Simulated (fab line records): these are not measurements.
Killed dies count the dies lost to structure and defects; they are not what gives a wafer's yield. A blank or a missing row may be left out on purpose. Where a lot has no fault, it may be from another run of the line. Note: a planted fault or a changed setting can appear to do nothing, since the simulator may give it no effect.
fab line records	flow sky130
record lots=6	wafers=18	last_day=49
route steps=708 shown LDD_P@257 LDD_HVN@267 LDD_HVP@278 LDD_LDN@289 PAD_OPEN@708
lots that met no fault: taken from a fault-free run of the same line
start_h: the number of hours between the record's first day and the start of the first shown wafer of the lot	wait_h: hours elapsed since this lot's preceding step	" repeats the value in the row above	L1.1+2: several wafers, shown together as one row	- no value, or no start was given	* or withheld: withheld	< > ~ a bound
route shown NAME@n: NAME is a module with steps in the file, n the number in the route of the first one	usual: mean/standard deviation of fault-free wafers	same: alike in all rows	chamber/n: place in a boat	sites: readings site by site	_std_site: standard deviation across them	_edge_site: the outer-site mean with the inner-site mean subtracted	radius_mm: for every site, how far away it sits from the centre of the wafer	mask NAME#n: copy n	behind: the last tool/chamber to shape the wafer	hold: why the lot went on hold/how many hours it stayed there/how the hold came to an end	device: which transistor (n, p or np) failed to switch	end of line: the route-end tests of the same wafers	a step without rows: its recipe alone	killed: the dies lost at the first sort to structure and to defects; this is not the yield of the wafer	map: a wafer's dies, marking killed ones x, the rest . and places with no die _
set.NAME: the setting that was run; set.NAME@STEP: the one run at that earlier step	model.NAME: the simulator's own value behind a step, which no gauge read
lots seen at some steps along the route; tables by step, rows by wafer
services: from which hour (start_h, from the record's first day; less than 0 if before it) a tool's chamber was out of use, for how many hours, and why
## steps
# step SKY_LDD_P_COAT_02
# recipe resist=NOVOLAK	spin_rpm=3000	resist_thk_nm=1140
# step SKY_LDD_P_SOFTBAKE_03
# recipe temp_c=90	time_s=60	resist=NOVOLAK
# step SKY_LDD_P_EXPOSE_04
# recipe mask_id=PSDM	na=0.6	source_shape=conventional	sigma_outer=0.6	polarization=unpolarized	target_cd_nm=380	dose_mj=138
# step SKY_LDD_P_PEB_05
# recipe temp_c=withheld	time_s=*	resist=NOVOLAK
# step SKY_LDD_P_DEVELOP_06
# recipe resist=NOVOLAK	developer=TMAH	develop_time_s=60	dev_temp_c=23.46
# step SKY_LDD_P_CD_MEAS_07
# recipe target_cd_nm=380
# usual cd_nm=380.3/2.6
lot.wafer	tool	chamber	start_h	wait_h	cd_nm
L252.4	cd_sem-01	-	446.70	0.1	380.6
L252.5	"	-	"	"	378.3
L252.6	"	-	"	"	379.2
L258.2	cd_sem-02	-	498.86	0.1	378.9
L258.3	"	-	"	"	378.7
L258.6	"	-	"	"	379.1
L262.3	cd_sem-02	-	537.08	0.1	377.0
L262.4	"	-	"	"	377.2
L262.6	"	-	"	"	375.2
L263.1	cd_sem-01	-	548.79	0.1	381.9
L263.2	"	-	"	"	383.3
L263.4	"	-	"	"	381.7
L265.3	cd_sem-02	-	560.25	0.1	379.6
L265.4	"	-	"	"	379.6
L265.6	"	-	"	"	380.5
L267.2	cd_sem-01	-	578.58	0.1	379.0
L267.3	"	-	"	"	379.5
L267.4	"	-	"	"	379.1
# step SKY_LDD_P_OVL_MEAS_08
# usual LDD_P_OVL=-0.8/1.3
lot.wafer	tool	chamber	start_h	wait_h	LDD_P_OVL[nm]
L252.4	overlay-01	-	446.78	0.1	0.8
L252.5	"	-	"	"	0.8
L252.6	"	-	"	"	1.0
L258.2	overlay-01	-	498.97	0.1	0.3
L258.3	"	-	"	"	-1.2
L258.6	"	-	"	"	-0.7
L262.3	overlay-01	-	537.17	0.1	-2.7
L262.4	"	-	"	"	-2.5
L262.6	"	-	"	"	-1.9
L263.1	overlay-02	-	548.91	0.1	0.5
L263.2	"	-	"	"	0.2
L263.4	"	-	"	"	0.1
L265.3	overlay-02	-	560.34	0.1	-0.5
L265.4	"	-	"	"	-0.8
L265.6	"	-	"	"	-0.9
L267.2	overlay-02	-	578.69	0.1	-2.3
L267.3	"	-	"	"	-2.0
L267.4	"	-	"	"	-3.2
# step SKY_LDD_P_IMPLANT_09
# recipe species=BF2	energy_kev=25	dose_cm2=1e+13	tilt_deg=withheld
# step SKY_LDD_P_STRIP_10
# recipe chemistry=O2/N2	power_w=1400	pressure_mtorr=1500	platen_temp_c=withheld	o2_flow_sccm=3000	n2_flow_sccm=300	overash_fraction=0.5
# usual drypump_motor_current_A=5.99/0.29	oes_product_au=0.715/0.0049	strip_time_to_endpoint_s=14.19/0.031
lot.wafer	tool	chamber	start_h	wait_h	drypump_motor_current_A	oes_product_au	rf_hours_counter_h	strip_time_to_endpoint_s
L252.4	plasma_asher-03	0	447.13	0.1	6.56	0.712	-	14.16
L252.5	"	1	"	"	6.03	0.712	-	14.17
L252.6	"	0	"	"	6.56	0.716	-	14.19
L258.2	plasma_asher-02	1	499.15	0.1	5.90	0.716	37	14.18
L258.3	"	1	"	"	5.91	0.720	-	14.19
L258.6	"	1	"	"	5.92	0.711	-	14.19
L262.3	plasma_asher-02	0	537.38	0.1	5.90	0.718	-	14.20
L262.4	"	1	"	"	5.91	0.716	-	14.23
L262.6	"	1	"	"	5.91	0.714	-	14.18
L263.1	plasma_asher-02	0	549.09	0.1	5.94	0.714	43	14.19
L263.2	"	1	"	"	5.90	0.710	43	14.17
L263.4	"	0	"	"	5.92	0.724	-	14.16
L265.3	plasma_asher-03	0	560.55	0.1	6.55	0.707	-	14.22
L265.4	"	1	"	"	6.03	0.717	-	14.26
L265.6	"	0	"	"	6.57	0.712	-	14.22
L267.2	plasma_asher-02	0	578.87	0.1	5.93	0.710	46	14.17
L267.3	"	1	"	"	5.92	0.708	-	14.19
L267.4	"	0	"	"	5.92	0.717	-	14.22
# step SKY_LDD_P_TW_MEAS_11
# usual LDD_P_TW=637/4.7
lot.wafer	tool	chamber	start_h	wait_h	LDD_P_TW
L252.4	film_metro-01	-	447.23	0.1	639
L252.5	"	-	"	"	641
L252.6	"	-	"	"	636
L258.2	film_metro-03	-	499.26	0.1	638
L258.3	"	-	"	"	635
L258.6	"	-	"	"	636
L262.3	film_metro-01	-	537.47	0.1	642
L262.4	"	-	"	"	639
L262.6	"	-	"	"	641
L263.1	film_metro-03	-	549.19	0.1	634
L263.2	"	-	"	"	632
L263.4	"	-	"	"	635
L265.3	film_metro-01	-	560.64	0.1	641
L265.4	"	-	"	"	642
L265.6	"	-	"	"	638
L267.2	film_metro-03	-	578.98	0.1	633
L267.3	"	-	"	"	632
L267.4	"	-	"	"	632
# step SKY_LDD_HVN_DEHYDRATE_00
# recipe temp_c=200	time_s=60
# step SKY_LDD_HVN_HMDS_01
# recipe prime_time_s=60	prime_temp_c=120
# step SKY_LDD_HVN_COAT_02
# recipe resist=NOVOLAK	spin_rpm=3000	resist_thk_nm=300
lot.wafer	tool	chamber	start_h	wait_h	model.NOVOLAK_of_LDD_HVN_COAT_02.thk_nm
L252.4	litho_track-03	0	462.17	0.1	299.1
L252.5	"	0	"	"	299.2
L252.6	"	0	"	"	300.6
L258.2	litho_track-04	0	514.36	0.1	299.6
L258.3	"	0	"	"	299.5
L258.6	"	0	"	"	300.1
L262.3	litho_track-02	0	552.00	0.1	300.5
L262.4	"	0	"	"	301
L262.6	"	0	"	"	301.2
L263.1	litho_track-04	0	564.19	0.1	174.3
L263.2	"	0	"	"	173.9
L263.4	"	0	"	"	173.7
L265.3	litho_track-04	0	575.14	0.1	174.2
L265.4	"	0	"	"	173.9
L265.6	"	0	"	"	173.8
L267.2	litho_track-03	0	592.66	0.1	300.7
L267.3	"	0	"	"	300.5
L267.4	"	0	"	"	299.9
# step SKY_LDD_HVN_SOFTBAKE_03
# recipe temp_c=90	time_s=60	resist=NOVOLAK
# step SKY_LDD_HVN_EXPOSE_04
# recipe mask_id=HVNTM	na=0.6	source_shape=conventional	sigma_outer=0.6	polarization=unpolarized	target_cd_nm=700	dose_mj=125.6
# step SKY_LDD_HVN_PEB_05
# recipe temp_c=withheld	time_s=*	resist=NOVOLAK
# step SKY_LDD_HVN_DEVELOP_06
# recipe resist=NOVOLAK	developer=TMAH	develop_time_s=60	dev_temp_c=23
# usual developer_temp_C=23.03/0.099
lot.wafer	tool	chamber	start_h	wait_h	developer_temp_C	model.NOVOLAK_of_LDD_HVN_COAT_02.thk_nm
L252.4	litho_track-02	0	477.17	0.1	23.00	298.7
L252.5	"	0	"	"	22.98	298.7
L252.6	"	0	"	"	23.09	300.2
L258.2	litho_track-04	0	529.36	0.1	23.20	299.1
L258.3	"	0	"	"	23.15	299.1
L258.6	"	0	"	"	22.97	299.7
L262.3	litho_track-03	0	567.19	0.1	22.87	300.1
L262.4	"	0	"	"	23.01	300.6
L262.6	"	0	"	"	22.94	300.8
L263.1	litho_track-02	0	579.00	0.1	23.17	173.8
L263.2	"	0	"	"	23.15	173.5
L263.4	"	0	"	"	22.99	173.3
L265.3	litho_track-03	0	589.44	0.1	23.13	173.7
L265.4	"	0	"	"	23.10	173.5
L265.6	"	0	"	"	23.11	173.4
L267.2	litho_track-04	0	607.56	0.1	23.08	300.3
L267.3	"	0	"	"	22.92	300.1
L267.4	"	0	"	"	23.00	299.5
# step SKY_LDD_HVN_OVL_MEAS_07
# usual LDD_HVN_OVL=0.2/1.5
lot.wafer	tool	chamber	start_h	wait_h	LDD_HVN_OVL[nm]
L252.4	overlay-01	-	477.27	0.1	0.2
L252.5	"	-	"	"	0.7
L252.6	"	-	"	"	-0.3
L258.2	overlay-01	-	529.49	0.1	0.5
L258.3	"	-	"	"	0.3
L258.6	"	-	"	"	0.1
L262.3	overlay-01	-	567.30	0.1	1.3
L262.4	"	-	"	"	1.4
L262.6	"	-	"	"	-0.9
L263.1	overlay-02	-	579.15	0.1	1.1
L263.2	"	-	"	"	0.5
L263.4	"	-	"	"	1.0
L265.3	overlay-02	-	589.55	0.1	-1.6
L265.4	"	-	"	"	1.1
L265.6	"	-	"	"	-0.4
L267.2	overlay-01	-	607.69	0.1	0.6
L267.3	"	-	"	"	1.4
L267.4	"	-	"	"	1.2
# step SKY_LDD_HVN_IMPLANT_08
# recipe species=P	energy_kev=60	dose_cm2=3e+13	tilt_deg=40
# step SKY_LDD_HVN_STRIP_09
# recipe chemistry=O2/N2	power_w=1400	pressure_mtorr=1500	platen_temp_c=withheld	o2_flow_sccm=3000	n2_flow_sccm=300	overash_fraction=0.5
# usual drypump_motor_current_A=5.6/0.47	oes_product_au=0.408/0.0045	strip_time_to_endpoint_s=4.136/0.014
lot.wafer	tool	chamber	start_h	wait_h	drypump_motor_current_A	oes_product_au	rf_hours_counter_h	strip_time_to_endpoint_s
L252.4	plasma_asher-01	1	477.47	0.1	5.1	0.419	-	4.127
L252.5	"	0	"	"	5.5	0.413	-	4.132
L252.6	"	1	"	"	5.2	0.413	-	4.135
L258.2	plasma_asher-01	1	529.67	0.1	5.2	0.414	76	4.118
L258.3	"	1	"	"	5.2	0.412	-	4.128
L258.6	"	0	"	"	5.5	0.421	-	4.133
L262.3	plasma_asher-02	1	567.51	0.1	5.9	0.410	-	4.145
L262.4	"	0	"	"	5.9	0.406	-	4.145
L262.6	"	1	"	"	5.9	0.412	-	4.165
L263.1	plasma_asher-01	0	579.34	0.1	5.5	0.341	81	2.475
L263.2	"	1	"	"	5.2	0.343	81	2.456
L263.4	"	0	"	"	5.5	0.341	-	2.457
L265.3	plasma_asher-01	0	589.81	0.1	5.5	0.347	-	2.456
L265.4	"	1	"	"	5.2	0.341	-	2.452
L265.6	"	1	"	"	5.2	0.333	-	2.463
L267.2	plasma_asher-01	1	607.87	0.1	5.2	0.407	84	4.161
L267.3	"	1	"	"	5.1	0.411	-	4.144
L267.4	"	0	"	"	5.5	0.409	-	4.120
# step SKY_LDD_HVN_TW_MEAS_10
# usual LDD_HVN_TW=1441/10
lot.wafer	tool	chamber	start_h	wait_h	LDD_HVN_TW
L252.4	film_metro-04	-	477.57	0.1	1446
L252.5	"	-	"	"	1443
L252.6	"	-	"	"	1448
L258.2	film_metro-03	-	529.78	0.1	1431
L258.3	"	-	"	"	1428
L258.6	"	-	"	"	1422
L262.3	film_metro-03	-	567.60	0.1	1433
L262.4	"	-	"	"	1426
L262.6	"	-	"	"	1440
L263.1	film_metro-03	-	579.44	0.1	1424
L263.2	"	-	"	"	1426
L263.4	"	-	"	"	1417
L265.3	film_metro-04	-	589.89	0.1	1455
L265.4	"	-	"	"	1455
L265.6	"	-	"	"	1447
L267.2	film_metro-04	-	607.98	0.1	1450
L267.3	"	-	"	"	1449
L267.4	"	-	"	"	1450
# step SKY_LDD_HVP_DEHYDRATE_00
# recipe temp_c=200	time_s=60
# step SKY_LDD_HVP_HMDS_01
# recipe prime_time_s=60	prime_temp_c=120
# step SKY_LDD_HVP_COAT_02
# recipe resist=NOVOLAK	spin_rpm=3000	resist_thk_nm=300
# step SKY_LDD_HVP_SOFTBAKE_03
# recipe temp_c=90	time_s=60	resist=NOVOLAK
# step SKY_LDD_HVP_EXPOSE_04
# recipe mask_id=HVPTM	na=0.6	source_shape=conventional	sigma_outer=0.6	polarization=unpolarized	target_cd_nm=700	dose_mj=86
# step SKY_LDD_HVP_PEB_05
# recipe temp_c=withheld	time_s=*	resist=NOVOLAK
# step SKY_LDD_HVP_DEVELOP_06
# recipe resist=NOVOLAK	developer=TMAH	develop_time_s=60	dev_temp_c=23
# step SKY_LDD_HVP_OVL_MEAS_07
# usual LDD_HVP_OVL=-0.8/1.5
lot.wafer	tool	chamber	start_h	wait_h	LDD_HVP_OVL[nm]
L252.4	overlay-01	-	508.76	0.1	0.6
L252.5	"	-	"	"	-0.2
L252.6	"	-	"	"	-0.1
L258.2	overlay-02	-	559.90	0.1	-3.4
L258.3	"	-	"	"	-2.4
L258.6	"	-	"	"	-3.0
L262.3	overlay-01	-	595.45	0.1	-2.4
L262.4	"	-	"	"	0.1
L262.6	"	-	"	"	-1.0
L263.1	overlay-02	-	607.96	0.1	-0.4
L263.2	"	-	"	"	-1.4
L263.4	"	-	"	"	-1.4
L265.3	overlay-02	-	619.56	0.1	-0.7
L265.4	"	-	"	"	-2.2
L265.6	"	-	"	"	-0.5
L267.2	overlay-02	-	637.01	0.1	-0.6
L267.3	"	-	"	"	0.5
L267.4	"	-	"	"	1.2
# step SKY_LDD_HVP_IMPLANT_08
# recipe species=B	energy_kev=20	dose_cm2=1.7e+13	tilt_deg=17.9
# step SKY_LDD_HVP_STRIP_09
# recipe chemistry=O2/N2	power_w=1400	pressure_mtorr=1500	platen_temp_c=withheld	o2_flow_sccm=3000	n2_flow_sccm=300	overash_fraction=0.5
# usual drypump_motor_current_A=5.7/0.57	oes_product_au=0.408/0.0051	strip_time_to_endpoint_s=4.136/0.013
lot.wafer	tool	chamber	start_h	wait_h	drypump_motor_current_A	oes_product_au	rf_hours_counter_h	strip_time_to_endpoint_s
L252.4	plasma_asher-04	1	508.96	0.1	6.4	0.414	-	4.145
L252.5	"	1	"	"	6.4	0.406	-	4.147
L252.6	"	0	"	"	5.1	0.407	-	4.150
L258.2	plasma_asher-01	0	560.08	0.1	5.5	0.401	79	4.128
L258.3	"	0	"	"	5.5	0.409	-	4.115
L258.6	"	0	"	"	5.5	0.408	-	4.118
L262.3	plasma_asher-04	1	595.66	0.1	6.5	0.416	-	4.141
L262.4	"	0	"	"	5.2	0.416	-	4.149
L262.6	"	1	"	"	6.4	0.409	-	4.143
L263.1	plasma_asher-03	1	608.14	0.1	6.0	0.405	17	4.164
L263.2	"	0	"	"	6.5	0.411	17	4.149
L263.4	"	1	"	"	6.0	0.400	-	4.150
L265.3	plasma_asher-04	0	619.77	0.1	5.1	0.412	-	4.135
L265.4	"	1	"	"	6.5	0.413	-	4.152
L265.6	"	1	"	"	6.5	0.411	-	4.138
L267.2	plasma_asher-01	0	637.19	0.1	5.5	0.412	87	4.114
L267.3	"	0	"	"	5.5	0.416	-	4.124
L267.4	"	1	"	"	5.2	0.415	-	4.106
# step SKY_LDD_HVP_TW_MEAS_10
# usual LDD_HVP_TW=459.1/2.6
lot.wafer	tool	chamber	start_h	wait_h	LDD_HVP_TW
L252.4	film_metro-04	-	509.06	0.1	460.7
L252.5	"	-	"	"	459.6
L252.6	"	-	"	"	459.3
L258.2	film_metro-03	-	560.19	0.1	454.9
L258.3	"	-	"	"	454.0
L258.6	"	-	"	"	455.2
L262.3	film_metro-01	-	595.75	0.1	459.9
L262.4	"	-	"	"	456.4
L262.6	"	-	"	"	456.2
L263.1	film_metro-01	-	608.24	0.1	468.4
L263.2	"	-	"	"	466.9
L263.4	"	-	"	"	467.2
L265.3	film_metro-04	-	619.86	0.1	469.2
L265.4	"	-	"	"	468.4
L265.6	"	-	"	"	468.4
L267.2	film_metro-01	-	637.30	0.1	461.9
L267.3	"	-	"	"	461.1
L267.4	"	-	"	"	461.5
# step SKY_LDD_LDN_DEHYDRATE_00
# recipe temp_c=200	time_s=60
# step SKY_PAD_OPEN_PROBE_99
# usual killed_at_M0_to_M3=43/6.8	killed_at_M4_up=3.1/1.6	killed_at_contacts=24/5.4	killed_at_front_end=16/4.4	killed_at_other=0.2/0.48	killed_dies=87/8.8	killed_open=48/6.4	killed_short=39/6.2
# same gross_dies=492	killed_at_back_side=0
lot.wafer	tool	chamber	start_h	wait_h	killed_at_M0_to_M3	killed_at_M4_up	killed_at_contacts	killed_at_front_end	killed_at_other	killed_dies	killed_open	killed_short	model.etest.tip_p.rs_ohm_sq
L252.4	prober-02	-	1084.39	0.2	46	4	14	21	0	85	49	36	6733
L252.5	prober-02	-	1084.44	0.2	35	3	20	14	0	72	45	27	6768
L252.6	prober-02	-	1084.49	0.2	64	4	21	15	0	104	54	50	6789
L258.2	prober-02	-	1123.96	0.1	40	4	24	13	0	81	44	37	6856
L258.3	prober-02	-	1124.01	0.2	47	6	31	13	0	97	52	45	6920
L258.6	prober-02	-	1124.16	0.2	48	4	25	16	0	93	54	39	6923
L262.3	prober-02	-	1145.67	0.2	42	3	23	15	0	83	43	40	6776
L262.4	prober-02	-	1145.72	0.2	53	4	16	9	0	82	42	40	6807
L262.6	prober-02	-	1145.82	0.2	48	4	22	14	0	88	48	40	6825
L263.1	prober-01	-	1149.05	0.1	38	2	26	17	0	83	43	40	6887
L263.2	prober-01	-	1149.10	0.1	46	4	37	7	1	95	50	45	6870
L263.4	prober-01	-	1149.20	0.2	52	5	24	16	0	97	49	48	6827
L265.3	prober-01	-	1157.92	0.2	48	4	24	12	0	88	54	34	7088
L265.4	prober-01	-	1157.97	0.2	42	2	15	18	0	77	46	31	7054
L265.6	prober-01	-	1158.07	0.2	56	3	20	12	0	91	49	42	7080
L267.2	prober-01	-	1172.33	0.1	39	5	17	23	0	84	50	34	6882
L267.3	prober-01	-	1172.38	0.2	44	2	24	16	0	86	44	42	6899
L267.4	prober-01	-	1172.43	0.2	41	6	22	16	0	85	56	29	6901
# killed by level:class
L252.4 VIA1:geometric_particle:open=10 CONTACT:geometric_particle:open=8 VIA2:geometric_particle:open=8 POLY_GATE:geometric_particle:open=7 METAL1:geometric_particle:short=7 FIELD_ISO:geometric_particle:short=6 METAL2:geometric_particle:short=6 VIA3:geometric_particle:open=5
L252.5 CONTACT:geometric_particle:open=9 VIA1:geometric_particle:open=8 VIA3:geometric_particle:open=8 VIA2:geometric_particle:open=6 LI_CONTACT:geometric_particle:open=5 FIELD_ISO:geometric_particle:short=4 POLY_GATE:geometric_particle:open=4 VIA1:geometric_particle:short=4
L252.6 VIA1:geometric_particle:open=16 METAL2:geometric_particle:short=10 VIA2:geometric_particle:open=9 CONTACT:geometric_particle:open=8 VIA3:geometric_particle:open=7 VIA2:geometric_particle:short=7 VIA1:geometric_particle:short=6 FIELD_ISO:geometric_particle:open=4
L258.2 VIA1:geometric_particle:open=9 LI_CONTACT:geometric_particle:open=6 CONTACT:geometric_particle:open=6 METAL1:geometric_particle:short=6 VIA2:geometric_particle:open=6 METAL4:geometric_particle:short=4 LI_CONTACT:geometric_particle:short=4 CONTACT:geometric_particle:short=4
L258.3 LI_CONTACT:geometric_particle:open=10 LOCAL_INTERCONNECT:geometric_particle:short=8 METAL1:geometric_particle:short=8 METAL2:geometric_particle:short=8 VIA3:geometric_particle:open=8 VIA2:geometric_particle:open=6 CONTACT:geometric_particle:open=6 VIA1:geometric_particle:open=6
L258.6 CONTACT:geometric_particle:open=13 VIA2:geometric_particle:open=10 VIA1:geometric_particle:open=8 FIELD_ISO:geometric_particle:open=6 CONTACT:geometric_particle:short=5 VIA3:geometric_particle:open=5 METAL1:geometric_particle:short=5 VIA1:geometric_particle:short=5
L262.3 VIA1:geometric_particle:open=13 CONTACT:geometric_particle:short=6 METAL1:geometric_particle:short=6 FIELD_ISO:geometric_particle:short=5 LOCAL_INTERCONNECT:geometric_particle:short=5 CONTACT:geometric_particle:open=5 METAL2:geometric_particle:short=5 VIA3:geometric_particle:open=5
L262.4 VIA2:geometric_particle:open=12 VIA1:geometric_particle:open=9 METAL1:geometric_particle:short=7 LOCAL_INTERCONNECT:geometric_particle:short=6 CONTACT:geometric_particle:open=5 VIA1:geometric_particle:short=5 VIA3:geometric_particle:open=5 FIELD_ISO:geometric_particle:short=4
L262.6 VIA1:geometric_particle:open=10 LI_CONTACT:geometric_particle:open=8 VIA2:geometric_particle:short=7 CONTACT:geometric_particle:open=6 METAL1:geometric_particle:short=6 VIA2:geometric_particle:open=6 METAL2:geometric_particle:short=5 POLY_GATE:geometric_particle:open=5
L263.1 LI_CONTACT:geometric_particle:open=12 METAL1:geometric_particle:short=7 CONTACT:geometric_particle:open=7 VIA1:geometric_particle:open=7 CONTACT:geometric_particle:short=5 VIA3:geometric_particle:short=5 FIELD_ISO:geometric_particle:short=4 POLY_GATE:geometric_particle:short=4
L263.2 VIA1:geometric_particle:open=13 CONTACT:geometric_particle:open=11 LI_CONTACT:geometric_particle:open=8 CONTACT:geometric_particle:short=8 LI_CONTACT:geometric_particle:short=7 METAL2:geometric_particle:short=6 VIA3:geometric_particle:open=6 METAL1:geometric_particle:short=5
L263.4 VIA1:geometric_particle:open=11 CONTACT:geometric_particle:open=9 METAL1:geometric_particle:short=7 VIA2:geometric_particle:short=7 VIA2:geometric_particle:open=7 VIA3:geometric_particle:open=6 FIELD_ISO:geometric_particle:short=5 CONTACT:geometric_particle:short=5
L265.3 VIA1:geometric_particle:open=17 CONTACT:geometric_particle:open=10 VIA3:geometric_particle:open=7 VIA2:geometric_particle:open=6 CONTACT:geometric_particle:short=5 VIA1:geometric_particle:short=5 VIA3:geometric_particle:short=5 FIELD_ISO:geometric_particle:open=4
L265.4 VIA1:geometric_particle:open=10 VIA1:geometric_particle:short=7 VIA2:geometric_particle:open=7 CONTACT:geometric_particle:open=6 FIELD_ISO:geometric_particle:open=5 POLY_GATE:geometric_particle:open=4 LI_CONTACT:geometric_particle:open=4 METAL1:geometric_particle:short=4
L265.6 VIA1:geometric_particle:open=15 LI_CONTACT:geometric_particle:open=9 VIA3:geometric_particle:short=7 FIELD_ISO:geometric_particle:short=6 VIA2:geometric_particle:open=5 VIA2:geometric_particle:short=5 VIA3:geometric_particle:open=5 FIELD_ISO:geometric_particle:open=4
L267.2 VIA1:geometric_particle:open=9 VIA2:geometric_particle:open=9 CONTACT:geometric_particle:open=7 FIELD_ISO:geometric_particle:open=5 POLY_GATE:geometric_particle:open=5 LI_CONTACT:geometric_particle:open=5 METAL4:geometric_particle:short=5 FIELD_ISO:geometric_particle:short=4
L267.3 VIA1:geometric_particle:open=10 VIA3:geometric_particle:open=8 CONTACT:geometric_particle:short=6 CONTACT:geometric_particle:open=6 VIA2:geometric_particle:open=6 FIELD_ISO:geometric_particle:open=5 POLY_GATE:geometric_particle:short=5 LI_CONTACT:geometric_particle:open=5
L267.4 VIA3:geometric_particle:open=11 VIA1:geometric_particle:open=9 CONTACT:geometric_particle:open=8 LI_CONTACT:geometric_particle:open=7 POLY_GATE:geometric_particle:open=6 VIA2:geometric_particle:open=5 POLY_GATE:geometric_particle:short=4 METAL1:geometric_particle:short=4
## services
tool	chamber	start_h	hours	kind
plasma_asher-03	0	430.25	-	clean
plasma_asher-03	1	430.25	-	clean
plasma_asher-02	-	457.38	2.8	pm
plasma_asher-03	-	524.20	1.9	repair
plasma_asher-04	-	563.14	1.4	repair
plasma_asher-04	-	613.84	0.6	repair
plasma_asher-02	-	618.17	1.3	repair
## key
first_sign step=SKY_LDD_HVN_STRIP_09	reading=strip_time_to_endpoint_s	direction=down	sigmas=99+	usual=*	struck=*
effect step=SKY_LDD_HVN_STRIP_09	reading=oes_product_au	direction=down	sigmas=15	usual=0.408	struck=0.341
effect step=SKY_LDD_HVP_TW_MEAS_10	reading=LDD_HVP_TW	direction=up	sigmas=3.4	usual=459.1	struck=468.1
model_effect step=SKY_LDD_HVN_COAT_02	value=NOVOLAK_of_LDD_HVN_COAT_02.thk_nm	without=300.9	struck=174
model_effect step=SKY_LDD_HVN_DEVELOP_06	value=NOVOLAK_of_LDD_HVN_COAT_02.thk_nm	without=300.5	struck=173.5
model_effect step=SKY_PAD_OPEN_PROBE_99	value=etest.tip_p.rs_ohm_sq	without=6836	struck=6968
met_at SKY_LDD_HVN_COAT_02
struck_wafers L263.1,L263.2,L263.4,L265.3,L265.4,L265.6
tester_left_out L263,L265
onset_between 514.36 564.19
fault kind=process_parameter_drift	tool=litho_track-04	chamber=-	onset_h=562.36	steps=SKY_LDD_HVN_COAT_02	channel=resist_thk_nm	offset=-126.56	shape=step	end_h=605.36	acts_in=these_recipes_only	stated=300
# tester_left_out: of these lots the tester's yield and bins aren't shown, on N5 and GAA mostly nor the transistor test; their killed dies are dies lost to structure and defects alone, not to doping, threshold or leakage, so they don't give the yield
